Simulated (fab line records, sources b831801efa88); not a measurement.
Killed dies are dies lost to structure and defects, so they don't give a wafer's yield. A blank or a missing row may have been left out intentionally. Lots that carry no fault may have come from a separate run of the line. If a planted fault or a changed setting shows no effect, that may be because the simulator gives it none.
Which tool did it? + flow gf180mcu + 14 lots with 42 wafers sampled at 3 steps, on a route of 602 steps

== WHAT THE GAUGES SHOWED, per wafer ==
GF_TOP_METAL_THK_MEAS_06: measures by xrf.
| lot  | measured     | on           | TOP_METAL_ALCU_THK (nm) |
|------|--------------|--------------|-------------------------|
| L173 | day 28 01:17 | filmMetro-03 | 922 920 908             |
| L174 | day 28 02:18 | filmMetro-03 | 900 887 887             |
| L172 | day 28 03:35 | filmMetro-01 | 925 908 926             |
| L175 | day 28 17:46 | filmMetro-03 | 886 893 879             |
| L179 | day 29 11:10 | filmMetro-01 | 898 920 915             |
| L177 | day 29 12:40 | filmMetro-03 | 886 899 889             |
| L178 | day 29 12:04 | filmMetro-02 | 913 905 901             |
| L180 | day 30 00:53 | filmMetro-02 | 906 907 911             |
| L181 | day 30 12:21 | filmMetro-03 | 906 908 910             |
| L182 | day 30 15:37 | filmMetro-01 | 924 905 915             |
| L186 | day 31 17:47 | filmMetro-02 | 923 926 926             |
| L189 | day 32 11:59 | filmMetro-03 | 916 925 913             |
| L190 | day 32 18:57 | filmMetro-02 | 919 921 902             |
| L193 | day 33 09:05 | filmMetro-03 | 883 900 890             |

GF_TOP_METAL_OVL_MEAS_15.
| lot  | measured     | on         | TOP_METAL_OVL (nm) |
|------|--------------|------------|--------------------|
| L173 | day 28 20:59 | overlay-02 | -1.6 0.8 -0.7      |
| L174 | day 28 21:17 | overlay-02 | 0.2 -0.4 0.1       |
| L172 | day 28 21:59 | overlay-01 | -0.4 0.0 -0.5      |
| L175 | day 29 12:47 | overlay-01 | 1.1 0.3 0.9        |
| L179 | day 30 05:45 | overlay-02 | -1.6 -0.2 -2.0     |
| L177 | day 30 07:15 | overlay-01 | 0.1 -0.4 0.4       |
| L178 | day 30 06:47 | overlay-02 | -0.4 0.0 -0.9      |
| L180 | day 30 19:20 | overlay-01 | 0.9 1.9 0.8        |
| L181 | day 31 05:45 | overlay-02 | -1.3 -0.9 -2.1     |
| L182 | day 31 08:34 | overlay-02 | 2.2 1.1 0.8        |
| L186 | day 32 09:41 | overlay-01 | 1.6 2.0 1.5        |
| L189 | day 33 03:57 | overlay-01 | 0.8 1.0 -1.9       |
| L190 | day 33 11:15 | overlay-01 | -1.1 -0.5 0.1      |
| L193 | day 34 00:41 | overlay-02 | 0.0 -0.5 -0.5      |

== EACH LOT AND THE TOOL THAT RAN IT (in order: tool; ch and the chambers of the sampled wafers; start) ==
| lot  | GF_CONTACT_SPUTTER_23       |
|------|-----------------------------|
| L173 | pvdSputter-02, day 16 22:12 |
| L174 | pvdSputter-02, day 17 01:52 |
| L172 | pvdSputter-04, day 17 04:00 |
| L175 | pvdSputter-04, day 17 21:03 |
| L179 | pvdSputter-04, day 18 14:56 |
| L177 | pvdSputter-02, day 18 17:18 |
| L178 | pvdSputter-04, day 18 18:25 |
| L180 | pvdSputter-02, day 19 10:31 |
| L181 | pvdSputter-04, day 20 00:52 |
| L182 | pvdSputter-02, day 20 01:07 |
| L186 | pvdSputter-02, day 21 16:41 |
| L189 | pvdSputter-02, day 22 16:26 |
| L190 | pvdSputter-02, day 23 01:54 |
| L193 | pvdSputter-04, day 23 21:24 |
- GF_CONTACT_SPUTTER_23: material TiN, target thk 10 nm, time 40 s.

== AS READ BY THE TOOLS THEMSELVES (means over the sampled wafers that have a number; for cases with no such wafer, the mark the record gives instead) ==
GF_CONTACT_SPUTTER_23.
| lot  | tool          | throttleValvePct (%) |
|------|---------------|----------------------|
| L173 | pvdSputter-02 | 30.8                 |
| L174 | pvdSputter-02 | 30.0                 |
| L172 | pvdSputter-04 | 30.4                 |
| L175 | pvdSputter-04 | 28.9                 |
| L179 | pvdSputter-04 | 29.7                 |
| L177 | pvdSputter-02 | 30.6                 |
| L178 | pvdSputter-04 | 29.6                 |
| L180 | pvdSputter-02 | 30.5                 |
| L181 | pvdSputter-04 | 29.1                 |
| L182 | pvdSputter-02 | 29.7                 |
| L186 | pvdSputter-02 | 29.9                 |
| L189 | pvdSputter-02 | 30.2                 |
| L190 | pvdSputter-02 | 29.3                 |
| L193 | pvdSputter-04 | 29.2                 |

== THE ANSWER, worked out from the rows above alone ==
Rule: the usual values come from the lots themselves. The widest of any qualifying gaps counts: lots, ordered by their means at a reading, are off when they make up no more than a third of the lots, leave a main group of 4 or more, and stand apart from it by 3 or more times the standard deviation of that group's means. A main group whose means are all the same, to the digits that the tables above print for the reading, isn't used. A lot without any number at a reading at which 4 lots or more have one is off too. Where the step has rows for the other lots, those lots are counted as sound. First the gauges in route order, then the tools' own readings, where a lot's mean is used as printed above. At the first step where some lot is off, the reading lying furthest off is the one used; lots without a number count as furthest.
No lot is off at any reading shown: from this, nothing can be told.

== WHAT THE SIMULATOR HAD INSERTED ==
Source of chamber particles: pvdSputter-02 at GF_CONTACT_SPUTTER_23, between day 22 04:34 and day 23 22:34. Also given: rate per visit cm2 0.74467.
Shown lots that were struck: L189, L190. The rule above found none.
